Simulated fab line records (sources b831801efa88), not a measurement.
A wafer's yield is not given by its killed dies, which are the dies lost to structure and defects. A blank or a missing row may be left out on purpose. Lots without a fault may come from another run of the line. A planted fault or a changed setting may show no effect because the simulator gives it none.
Which of the tools did it? + flow sfq-line + 15 lots with 42 wafers sampled at 6 steps, on a route of 325 steps

## WHAT EACH GAUGE READ, for each wafer
SFQ_L0_RS_MEAS_901: a four-point-probe measurement.
| lot  | measured    | on            | L0_MONX_KI_RS (ohm/sq) |
|------|-------------|---------------|------------------------|
| L129 | day 1 12:34 | film-metro-01 | 44.2 43.7 44.0         |
| L131 | day 1 22:35 | film-metro-01 | 44.0 43.4 43.3         |
| L132 | day 2 03:37 | film-metro-02 | 42.5 42.4 42.8         |
| L133 | day 2 08:34 | film-metro-01 | 43.5 43.2 43.6         |
| L138 | day 3 09:36 | film-metro-02 | 76.9 75.7 76.8 75.6    |
| L140 | day 3 19:36 | film-metro-02 | 76.2 43.0 76.3 42.9    |
| L142 | day 4 05:36 | film-metro-02 | 75.2 43.4 75.3 43.5    |
| L143 | day 4 10:34 | film-metro-01 | 44.5 44.1 44.7         |
| L144 | day 4 15:36 | film-metro-04 | 43.8 43.9 43.7         |
| L145 | day 4 20:36 | film-metro-04 | 42.6 43.3 42.6         |
| L148 | day 5 11:34 | film-metro-02 | 44.4 44.5 43.9         |
| L149 | day 5 16:34 | film-metro-04 | 43.2 43.2 43.1         |
| L150 | day 5 21:35 | film-metro-01 | 43.5 43.1 43.5         |
| L151 | day 6 02:34 | film-metro-02 | 43.2 43.4 43.8         |
| L152 | day 6 07:35 | film-metro-04 | 43.2 43.0 43.1         |

SFQ_L0_THK_MEAS_902: measures by xrf.
| lot  | measured    | on            | L0_MONX_KI_THK (nm) |
|------|-------------|---------------|---------------------|
| L129 | day 1 12:41 | film-metro-01 | 39.4 39.7 39.6      |
| L131 | day 1 22:41 | film-metro-01 | 39.0 39.9 39.8      |
| L132 | day 2 03:43 | film-metro-02 | 40.5 40.8 40.2      |
| L133 | day 2 08:41 | film-metro-01 | 39.7 40.0 39.5      |
| L138 | day 3 14:27 | film-metro-02 | 22.3 22.9 22.3 22.7 |
| L140 | day 3 22:46 | film-metro-02 | 22.6 40.0 22.4 40.0 |
| L142 | day 4 08:41 | film-metro-02 | 22.7 39.4 22.8 39.4 |
| L143 | day 4 10:41 | film-metro-01 | 39.1 40.0 39.0      |
| L144 | day 4 15:42 | film-metro-04 | 39.2 39.3 39.4      |
| L145 | day 4 20:42 | film-metro-04 | 40.0 39.6 40.3      |
| L148 | day 5 11:41 | film-metro-02 | 38.4 38.5 38.9      |
| L149 | day 5 16:41 | film-metro-04 | 39.6 39.6 39.9      |
| L150 | day 5 21:41 | film-metro-01 | 40.0 40.5 40.2      |
| L151 | day 6 02:41 | film-metro-02 | 39.5 39.5 39.2      |
| L152 | day 6 07:41 | film-metro-04 | 39.6 39.8 39.8      |

SFQ_M3_OVL_MEAS_921.
| lot  | measured     | on         | M3_OVL (nm) |
|------|--------------|------------|-------------|
| L129 | day 43 20:44 | overlay-01 | 5 5 1       |
| L131 | day 43 23:08 | overlay-01 | -12 -3 -3   |
| L132 | day 44 00:21 | overlay-01 | -8 -9 -6    |
| L133 | day 44 03:26 | overlay-01 | -12 -9 -12  |
| L138 | day 51 08:49 | overlay-01 | -1 -7       |
| L140 | day 51 13:37 | overlay-02 | 6 7         |
| L142 | day 51 18:25 | overlay-01 | -5 -4       |
| L143 | day 51 20:47 | overlay-02 | -1 0 -1     |
| L144 | day 52 00:25 | overlay-01 | 6 2 11      |
| L145 | day 52 02:49 | overlay-02 | 1 -9 0      |
| L148 | day 52 13:35 | overlay-02 | 10 7 17     |
| L149 | day 52 14:47 | overlay-02 | -4 -10 6    |
| L150 | day 52 16:00 | overlay-01 | 5 5 4       |
| L151 | day 52 18:23 | overlay-01 | 1 3 -5      |
| L152 | day 52 19:36 | overlay-02 | -4 -8 -5    |

## TOOL THAT RAN EACH LOT (tool first, then ch and the chambers of the sampled wafers, then the start)
| lot  | SFQ_TRILAYER_L0_DEP_SPUTTER_003 | SFQ_TRILAYER_L0_ETCH_METAL_ETCH_008 | SFQ_TRILAYER_M0_STRIP_STRIP_025   |
|------|---------------------------------|-------------------------------------|-----------------------------------|
| L129 | pvd-sputter-03, day 1 12:29     | rie-metal-03 ch 0,1, day 4 13:15    | rie-metal-02 ch 0, day 11 12:26   |
| L131 | pvd-sputter-03, day 1 22:29     | rie-metal-04 ch 0,1, day 4 18:03    | rie-metal-03 ch 0,1, day 11 19:38 |
| L132 | pvd-sputter-06, day 2 03:29     | rie-metal-02 ch 0,1, day 5 00:04    | rie-metal-02 ch 0,1, day 12 05:34 |
| L133 | pvd-sputter-06, day 2 08:29     | rie-metal-02 ch 0,1, day 5 11:43    | rie-metal-02 ch 0,1, day 12 21:43 |
| L138 | pvd-sputter-06, day 3 09:29     | rie-metal-04 ch 0,1, day 6 12:56    | rie-metal-02 ch 0,1, day 14 15:55 |
| L140 | pvd-sputter-06, day 3 19:29     | rie-metal-04 ch 0, day 6 20:08      | rie-metal-01 ch 0,1, day 15 07:31 |
| L142 | pvd-sputter-06, day 4 05:29     | rie-metal-02 ch 0, day 7 06:56      | rie-metal-02 ch 0, day 15 23:13   |
| L143 | pvd-sputter-03, day 4 10:29     | rie-metal-03 ch 1, day 7 12:55      | rie-metal-03 ch 0, day 16 08:17   |
| L144 | pvd-sputter-03, day 4 15:29     | rie-metal-04 ch 0,1, day 7 20:37    | rie-metal-02 ch 0,1, day 16 21:41 |
| L145 | pvd-sputter-03, day 4 20:29     | rie-metal-04 ch 0, day 8 05:05      | rie-metal-02 ch 0,1, day 17 07:17 |
| L148 | pvd-sputter-03, day 5 11:29     | rie-metal-03 ch 0,1, day 8 21:21    | rie-metal-03 ch 0,1, day 18 01:20 |
| L149 | pvd-sputter-04, day 5 16:29     | rie-metal-03 ch 0,1, day 9 06:10    | rie-metal-03 ch 0,1, day 18 16:56 |
| L150 | pvd-sputter-04, day 5 21:29     | rie-metal-04 ch 0,1, day 9 09:46    | rie-metal-01 ch 0,1, day 19 00:08 |
| L151 | pvd-sputter-04, day 6 02:29     | rie-metal-04 ch 0,1, day 9 14:34    | rie-metal-03 ch 0,1, day 19 07:27 |
| L152 | pvd-sputter-03, day 6 07:29     | rie-metal-04 ch 0,1, day 9 18:10    | rie-metal-02 ch 0,1, day 19 14:27 |
- SFQ_TRILAYER_L0_DEP_SPUTTER_003: material MoNx KI, target thk 40 nm, time 100 s.
- SFQ_TRILAYER_L0_ETCH_METAL_ETCH_008: etches MoNx KI in SF6/O2, stops on SiO2, target depth 50 nm, time 25 s.
- SFQ_TRILAYER_M0_STRIP_STRIP_025: strips in O2.

## WHAT THE TOOLS THEMSELVES READ (means of the sampled wafers that have a number; where no wafer has one, the mark that the record gives instead)
SFQ_TRILAYER_L0_DEP_SPUTTER_003.
| lot  | tool           | throttle-valve-pct (%) |
|------|----------------|------------------------|
| L129 | pvd-sputter-03 | 29.7                   |
| L131 | pvd-sputter-03 | 29.4                   |
| L132 | pvd-sputter-06 | 29.4                   |
| L133 | pvd-sputter-06 | 29.6                   |
| L138 | pvd-sputter-06 | 29.6                   |
| L140 | pvd-sputter-06 | 29.5                   |
| L142 | pvd-sputter-06 | 29.7                   |
| L143 | pvd-sputter-03 | 29.9                   |
| L144 | pvd-sputter-03 | 29.8                   |
| L145 | pvd-sputter-03 | 29.4                   |
| L148 | pvd-sputter-03 | 30.0                   |
| L149 | pvd-sputter-04 | 30.2                   |
| L150 | pvd-sputter-04 | 30.0                   |
| L151 | pvd-sputter-04 | 30.0                   |
| L152 | pvd-sputter-03 | 29.3                   |

SFQ_TRILAYER_L0_ETCH_METAL_ETCH_008.
| lot  | tool         | drypump-motor-current-A (A) | oes-product-au (a.u.) | rf-fwd-power-W (W) |
|------|--------------|-----------------------------|-----------------------|--------------------|
| L129 | rie-metal-03 | 6.3                         | 0.873                 | 593.6              |
| L131 | rie-metal-04 | 6.0                         | 0.875                 | 594.3              |
| L132 | rie-metal-02 | 6.2                         | 0.881                 | 596.1              |
| L133 | rie-metal-02 | 6.1                         | 0.876                 | 592.8              |
| L138 | rie-metal-04 | 5.8                         | 0.658                 | 594.0              |
| L140 | rie-metal-04 | 6.4                         | 0.767                 | 597.7              |
| L142 | rie-metal-02 | 6.2                         | 0.769                 | 595.0              |
| L143 | rie-metal-03 | 5.7                         | 0.860                 | 591.2              |
| L144 | rie-metal-04 | 6.0                         | 0.875                 | 593.4              |
| L145 | rie-metal-04 | 6.4                         | 0.880                 | 592.5              |
| L148 | rie-metal-03 | 6.3                         | 0.865                 | 592.9              |
| L149 | rie-metal-03 | 6.0                         | 0.876                 | 593.4              |
| L150 | rie-metal-04 | 5.6                         | 0.875                 | 592.8              |
| L151 | rie-metal-04 | 6.0                         | 0.873                 | 594.2              |
| L152 | rie-metal-04 | 5.6                         | 0.876                 | 593.7              |

SFQ_TRILAYER_M0_STRIP_STRIP_025.
| lot  | tool         | drypump-motor-current-A (A) | oes-product-au (a.u.) |
|------|--------------|-----------------------------|-----------------------|
| L129 | rie-metal-02 | 6.30                        | 0.990                 |
| L131 | rie-metal-03 | 6.00                        | 0.988                 |
| L132 | rie-metal-02 | 6.13                        | 1.003                 |
| L133 | rie-metal-02 | 6.00                        | 1.002                 |
| L138 | rie-metal-02 | 6.07                        | 1.001                 |
| L140 | rie-metal-01 | 6.02                        | 0.994                 |
| L142 | rie-metal-02 | 6.25                        | 1.006                 |
| L143 | rie-metal-03 | 6.59                        | 0.986                 |
| L144 | rie-metal-02 | 6.12                        | 1.004                 |
| L145 | rie-metal-02 | 6.01                        | 1.002                 |
| L148 | rie-metal-03 | 6.00                        | 1.000                 |
| L149 | rie-metal-03 | 6.02                        | 1.004                 |
| L150 | rie-metal-01 | 6.05                        | 0.998                 |
| L151 | rie-metal-03 | 6.31                        | 0.988                 |
| L152 | rie-metal-02 | 6.00                        | 1.003                 |

## THE ANSWER, worked out from the rows above alone
Rule: the usual values come from the lots themselves. Put in order of their means at a reading, lots are off if they are a third of the lots or fewer, leave a main group of 4 or more, and stand apart from it by a gap of 3 or more times the standard deviation of the main group's means; of several such gaps the widest counts. Not used: any main group whose means are identical at the precision the tables above print for the reading. Also off: a lot with no number at a reading for which 4 or more lots have one. The other lots that the step has rows for count as sound. Order of review: gauges by route order, followed by the tools' own readings, for which a lot's mean as printed above is used. At the first step where some lot is off, the reading lying furthest off is the one used; lots without a number count as furthest.
Off: L138, L140, L142, seen at SFQ_L0_RS_MEAS_901 (L0_MONX_KI_RS). The main group: mean 43.5 ohm/sq, standard deviation 0.53.
If a tool, at a process step before that reading, ran all the lots that are off and no sound lot after the first of them, it fits. Not tried: the gauges at SFQ_L0_RS_MEAS_901; whatever is off there is also off at SFQ_TRILAYER_L0_ETCH_METAL_ETCH_008, on other tools, and gauge error can't account for it. One fits: SFQ_TRILAYER_L0_DEP_SPUTTER_003 on pvd-sputter-06. A fault onset in the window from L133 (day 2 08:29, its last sound lot) to L138 (day 3 09:29, its first lot off) fits.

## WHAT THE SIMULATOR HAD INSERTED
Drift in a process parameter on pvd-sputter-06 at SFQ_TRILAYER_L0_DEP_SPUTTER_003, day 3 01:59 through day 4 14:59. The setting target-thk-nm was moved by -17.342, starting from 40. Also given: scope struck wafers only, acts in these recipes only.
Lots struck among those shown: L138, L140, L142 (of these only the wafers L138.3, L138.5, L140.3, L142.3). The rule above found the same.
